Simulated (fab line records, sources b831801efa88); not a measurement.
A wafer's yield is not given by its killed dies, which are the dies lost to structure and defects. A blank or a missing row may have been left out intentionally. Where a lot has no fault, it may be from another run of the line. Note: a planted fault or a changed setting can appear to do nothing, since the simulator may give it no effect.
Chamber matching ; flow sky130 ; SKY_VIA2_HDPCVD_00 on hdpcvd-02 has 3 sister chambers
The step deposits SiO2, target thk 1180 nm, time 196.7 s. 3 wafers are shown with their chamber, then 7 later ones without.

## WAFERS PAIRED WITH THEIR CHAMBERS
wafer;chamber;runLengthS (s)
L785.6;0;224.3
L804.4;1;224.5
L804.5;2;224.5

## WAFERS WITH NO CHAMBER GIVEN
wafer;runLengthS (s)
L804.6;223.8
L807.1;224.6
L807.3;223.9
L807.6;224.1
L806.4;224.2
L806.5;224.1
L806.6;224.7

## EACH ONE'S CHAMBER
wafer;from the rows above;in truth
L804.6;can't be placed: 0 or 1 or 2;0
L807.1;can't be placed: 1 or 2 or 0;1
L807.3;can't be placed: 0 or 1 or 2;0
L807.6;can't be placed: 0 or 1 or 2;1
L806.4;can't be placed: 0 or 1 or 2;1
L806.5;can't be placed: 0 or 1 or 2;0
L806.6;can't be placed: 1 or 2 or 0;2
0 of 7 placed correctly. Cannot be placed on the basis of these rows: 7; the candidates contain the true chamber in 7. Wrongly placed: 0.
How it was worked out, from the rows above alone: a wafer's distance from a chamber is the root of the sum, over the readings, of the square of ((its reading less the chamber's mean) divided by the reading's scatter). The wafer belongs to the nearest chamber; if the next one is less than 2 further off, it can't be placed. A chamber's mean is the mean of its shown wafers. The scatter: root of mean squared gap, hidden wafer to nearest shown wafer, with one shown wafer a chamber.
